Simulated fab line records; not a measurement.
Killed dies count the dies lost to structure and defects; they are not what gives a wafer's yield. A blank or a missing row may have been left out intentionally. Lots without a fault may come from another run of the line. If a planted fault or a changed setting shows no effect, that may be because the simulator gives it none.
What tool caused it? | flow gf180mcu | Sampling: 11 lots, 33 wafers, 6 of 602 route steps

WHAT THE GAUGES SHOWED, per wafer
GF_M2_CD_MEAS_14 targets a cd of 280 nm. Usual: cd-nm reads 279.9 nm (standard deviation 1.3).
lot  | measured     | on        | cd-nm (nm)        | flag
L619 | day 19 03:05 | cd-sem-02 | 279.9 279.8 280.7 |
L621 | day 19 22:42 | cd-sem-01 | 278.6 279.4 279.5 |
L624 | day 21 01:38 | cd-sem-02 | 283.4 282.4 281.5 |
L626 | day 22 00:19 | cd-sem-01 | 278.7 280.2 278.3 |
L627 | day 22 09:10 | cd-sem-01 | 278.5 279.7 279.4 |
L628 | day 22 20:55 | cd-sem-02 | 280.0 278.2 278.5 |
L629 | day 22 23:55 | cd-sem-01 | 280.7 280.8 281.1 |
L630 | day 23 15:22 | cd-sem-01 | 279.4 277.3 279.0 |
L631 | day 24 00:50 | cd-sem-01 | 280.0 278.6 279.0 |
L633 | day 24 11:01 | cd-sem-01 | 279.2 278.7 278.1 |
L635 | day 25 03:19 | cd-sem-02 | 280.2 280.7 280.3 |

GF_V2_RS_MEAS_24: uses a four-point probe to measure. Usual: V2_W_RS 0.326 ohm/sq, standard deviation 0.0049.
lot  | measured     | on            | V2_W_RS (ohm/sq)  | flag
L619 | day 20 05:38 | film-metro-03 | 0.322 0.321 0.328 |
L621 | day 21 00:54 | film-metro-01 | 0.332 0.324 0.329 |
L624 | day 22 03:32 | film-metro-03 | 0.322 0.330 0.322 |
L626 | day 23 02:41 | film-metro-03 | 0.323 0.327 0.323 |
L627 | day 23 10:53 | film-metro-01 | 0.324 0.322 0.323 |
L628 | day 23 22:05 | film-metro-01 | 0.332 0.325 0.326 |
L629 | day 24 00:33 | film-metro-04 | 0.327 0.333 0.333 |
L630 | day 24 16:00 | film-metro-03 | 0.320 0.326 0.327 |
L631 | day 25 01:37 | film-metro-04 | 0.328 0.341 0.333 |
L633 | day 25 11:45 | film-metro-01 | 0.503 0.481 0.502 | OFF
L635 | day 26 03:31 | film-metro-01 | 0.513 0.504 0.497 | OFF

GF_V2_THK_MEAS_25: measures by xrf. Usual: V2_W_THK 363 nm, standard deviation 7.1.
lot  | measured     | on            | V2_W_THK (nm) | flag
L619 | day 20 05:46 | film-metro-03 | 375 374 366   |
L621 | day 21 01:01 | film-metro-01 | 355 365 358   |
L624 | day 22 03:38 | film-metro-03 | 368 364 372   |
L626 | day 23 02:48 | film-metro-03 | 365 363 368   |
L627 | day 23 11:01 | film-metro-01 | 357 361 359   |
L628 | day 23 22:12 | film-metro-01 | 350 355 355   |
L629 | day 24 00:40 | film-metro-04 | 360 354 353   |
L630 | day 24 16:07 | film-metro-03 | 370 362 361   |
L631 | day 25 01:44 | film-metro-04 | 353 342 351   |
L633 | day 25 11:52 | film-metro-01 | 232 245 234   | OFF
L635 | day 26 03:38 | film-metro-01 | 231 234 238   | OFF

TOOL THAT RAN EACH LOT (tool first, then ch and the chambers of the sampled wafers, then the start)
lot  | GF_M2_SPUTTER_03             | GF_V2_SPUTTER_21             | GF_V2_CVD_23
L619 | pvd-sputter-02, day 18 03:28 | pvd-sputter-02, day 20 05:26 | cvd-w-01 ch 0,1, day 20 05:32
L621 | pvd-sputter-04, day 18 22:15 | pvd-sputter-03, day 21 00:40 | cvd-w-02 ch 0,1, day 21 00:46
L624 | pvd-sputter-02, day 20 01:20 | pvd-sputter-01, day 22 03:16 | cvd-w-02 ch 0,1, day 22 03:25
L626 | pvd-sputter-02, day 21 00:49 | pvd-sputter-03, day 23 02:21 | cvd-w-02 ch 0, day 23 02:27
L627 | pvd-sputter-03, day 21 09:53 | pvd-sputter-02, day 23 10:41 | cvd-w-02 ch 0,1, day 23 10:47
L628 | pvd-sputter-04, day 21 21:22 | pvd-sputter-02, day 23 21:52 | cvd-w-01 ch 0,1, day 23 21:58
L629 | pvd-sputter-03, day 22 00:55 | pvd-sputter-01, day 24 00:20 | cvd-w-01 ch 0,1, day 24 00:26
L630 | pvd-sputter-02, day 22 16:28 | pvd-sputter-01, day 24 15:47 | cvd-w-02 ch 0,1, day 24 15:53
L631 | pvd-sputter-02, day 23 02:19 | pvd-sputter-02, day 25 01:23 | cvd-w-01 ch 0,1, day 25 01:29
L633 | pvd-sputter-03, day 23 12:50 | pvd-sputter-01, day 25 11:32 | cvd-w-01 ch 0,1, day 25 11:38
L635 | pvd-sputter-04, day 24 05:17 | pvd-sputter-03, day 26 03:19 | cvd-w-01 ch 0,1, day 26 03:25
- GF_M2_SPUTTER_03: material Ti, target thk 10 nm, time 6.7 s.
- GF_V2_SPUTTER_21: material Ti, target thk 15 nm, time 80.02 s.
- GF_V2_CVD_23: deposits W, target thk 350 nm, time 104.94 s.

AS READ BY THE TOOLS THEMSELVES (means over the sampled wafers that have a number; for cases with no such wafer, the mark the record gives instead)
GF_M2_SPUTTER_03. Usual: throttle-valve-pct reads 30.0 % (standard deviation 0.87).
lot  | tool           | throttle-valve-pct (%) | flag
L619 | pvd-sputter-02 | 29.9                   |
L621 | pvd-sputter-04 | 30.0                   |
L624 | pvd-sputter-02 | 28.9                   |
L626 | pvd-sputter-02 | 29.3                   |
L627 | pvd-sputter-03 | 29.5                   |
L628 | pvd-sputter-04 | 30.5                   |
L629 | pvd-sputter-03 | 29.4                   |
L630 | pvd-sputter-02 | 30.8                   |
L631 | pvd-sputter-02 | 29.8                   |
L633 | pvd-sputter-03 | 29.4                   |
L635 | pvd-sputter-04 | 30.5                   |

GF_V2_SPUTTER_21. Usual: throttle-valve-pct reads 30.0 % (standard deviation 0.92).
lot  | tool           | throttle-valve-pct (%) | flag
L619 | pvd-sputter-02 | 30.4                   |
L621 | pvd-sputter-03 | 30.5                   |
L624 | pvd-sputter-01 | 30.6                   |
L626 | pvd-sputter-03 | 30.3                   |
L627 | pvd-sputter-02 | 29.8                   |
L628 | pvd-sputter-02 | 29.9                   |
L629 | pvd-sputter-01 | 30.3                   |
L630 | pvd-sputter-01 | 30.4                   |
L631 | pvd-sputter-02 | 29.4                   |
L633 | pvd-sputter-01 | 29.9                   |
L635 | pvd-sputter-03 | 29.7                   |

GF_V2_CVD_23. Usual: heater-power-w reads 839 W (standard deviation 58).
lot  | tool     | heater-power-w (W) | flag
L619 | cvd-w-01 | 895                |
L621 | cvd-w-02 | 774                |
L624 | cvd-w-02 | 796                |
L626 | cvd-w-02 | 771                |
L627 | cvd-w-02 | 785                |
L628 | cvd-w-01 | 906                |
L629 | cvd-w-01 | 874                |
L630 | cvd-w-02 | 769                |
L631 | cvd-w-01 | 870                |
L633 | cvd-w-01 | 880                |
L635 | cvd-w-01 | 874                |

THE ANSWER, worked out from the rows above alone
Rule: a lot is off if the mean of its wafers that have a number lies more than 3 standard deviations from the usual mean. Also off: a lot with no number at a reading for which 4 or more lots have one. All remaining lots with rows at the step are treated as sound. Order of review: gauges by route order, followed by the tools' own readings, for which a lot's mean as printed above is used. The first step at which some lot is off is used, and at that step the reading that is off furthest; a lot without a number counts as furthest.
Off: L633, L635, seen at GF_V2_RS_MEAS_24 (V2_W_RS).
A tool fits if, at a process step before that reading, it ran every lot that is off, and no sound lot after the first of them. Gauges at GF_V2_RS_MEAS_24: tried the same way as those tools. This does not decide it: 2 tools fit, namely cvd-w-01 at GF_V2_CVD_23 and film-metro-01 at GF_V2_RS_MEAS_24.

WHAT WAS PUT IN BY THE SIMULATOR
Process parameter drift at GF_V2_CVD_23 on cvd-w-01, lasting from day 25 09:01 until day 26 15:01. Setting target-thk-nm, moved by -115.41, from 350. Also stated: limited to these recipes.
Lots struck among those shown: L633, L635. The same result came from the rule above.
